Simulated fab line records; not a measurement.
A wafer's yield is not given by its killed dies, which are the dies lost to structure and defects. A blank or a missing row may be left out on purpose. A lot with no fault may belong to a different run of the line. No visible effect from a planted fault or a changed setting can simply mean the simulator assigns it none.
A lot that was struck, set against a sound lot + flow sky130 + 14 steps out of a route of 708
Sound: wafers L532.1, L532.3, L532.4. The struck wafers were L537.2, L537.3, L537.5. The cause is given at the end.
Each step with rows lists, per side, the tool, then ch with its chambers, then its first start. Under that, the readings that differ: sound wafers + struck wafers + difference of the means + sigmas: that difference in standard deviations of wafers without a fault.
alike: readings with means less than 2 such deviations apart, plus words and numbers identical on both sides. not compared: withheld readings, readings lacking a value on some wafer, bounds such as >300 that could conceal the same value, and numbers that have no deviation in the record and whose values overlap.
The two part at a step that has a row with sigmas, a row that says differs or no value, or rows on one side only. When numbers do not overlap yet have no deviation, they are printed without sigmas and do not part them. A reading missing from all wafers of one side parts the sides only when that side holds two or more wafers.

first, 6 steps without rows for these wafers: SKY_METAL4_COAT_07 (resist thk 60 nm); SKY_METAL4_COAT_08 (resist thk 1140 nm); SKY_METAL4_SOFTBAKE_09 (time 90 s); SKY_METAL4_EXPOSE_10 (exposes mask MM4, target cd 300 nm); SKY_METAL4_PEB_11; SKY_METAL4_DEVELOP_12 (develop time 60 s).
SKY_METAL4_CD_MEAS_13: the cd target is 300 nm.
  sound on cd_sem-02, day 43 16:35; struck on cd_sem-01, day 44 13:31
  alike: cd_nm
SKY_METAL4_OVL_MEAS_14:
  sound on overlay-01, day 43 16:43; struck on overlay-02, day 44 13:37
  alike: METAL4_OVL
SKY_METAL4_DESCUM_15: chemistry O2, time 8 s.
  sound on rie_metal-03 ch 0,1, day 43 16:44; struck on rie_metal-03 ch 1, day 44 13:38
  alike: drypump_motor_current_A, oes_product_au, rf_fwd_power_W
  not compared: rf_hours_counter_h
SKY_METAL4_ETCH_16: etches BARC in N2/H2, stops on SiO2, time 88.2 s, target depth 60 nm.
  sound on rie_metal-03 ch 0,1, day 43 16:46; struck on rie_metal-03 ch 1, day 44 13:40
  alike: drypump_motor_current_A, oes_product_au, rf_fwd_power_W, throttle_valve_pct
  not compared: rf_hours_counter_h
SKY_METAL4_ETCH_17: etches SiO2 in C4F8/O2/Ar, stops on TiN, time 3.9 s, target depth 15 nm.
  sound on rie_diel-03 ch 0,2,3, day 43 16:52; struck on rie_diel-02 ch 0,1,3, day 44 13:46
  alike: oes_product_au, rf_fwd_power_W
  not compared: rf_hours_counter_h
SKY_METAL4_METAL_ETCH_18: etches the open film in Cl2/BCl3, stops on SiO2, target depth 845 nm, time 183.1 s.
  sound on rie_metal-02 ch 0,1, day 43 16:53; struck on rie_metal-04 ch 0, day 44 13:47
  alike: bcl3_flow_sccm, drypump_motor_current_A, mfc_cl2_sccm, oes_product_au, rf_fwd_power_W, throttle_valve_pct
  not compared: rf_hours_counter_h
SKY_METAL4_STRIP_19: strips in O2/N2.
  sound on plasma_asher-01 ch 0,1, day 43 17:04; struck on plasma_asher-01 ch 0,1, day 44 13:58
  no value came back on the struck wafers for any of 5 readings (chamber_pressure_mTorr (mTorr), drypump_motor_current_A (A) and others); on the sound wafers chamber_pressure_mTorr (mTorr) reads 1501 1500 1502
| reading                                       | sound | struck            | difference | sigmas |
|-----------------------------------------------|-------|-------------------|------------|--------|
| model.KrF-thick_of_METAL4_COAT_08.thk_nm (nm) | 0 0 0 | 526.2 531.2 517.6 | +525.0     |        |
  not compared: rf_hours_counter_h
then, 1 step without rows for these wafers: SKY_METAL4_STRIP_20 (strips in post etch residue remover, time 1200 s).

## WHERE THEY PART
At SKY_METAL4_STRIP_19 and nowhere else, as far as this record goes.

WHY: what had been put in by the simulator
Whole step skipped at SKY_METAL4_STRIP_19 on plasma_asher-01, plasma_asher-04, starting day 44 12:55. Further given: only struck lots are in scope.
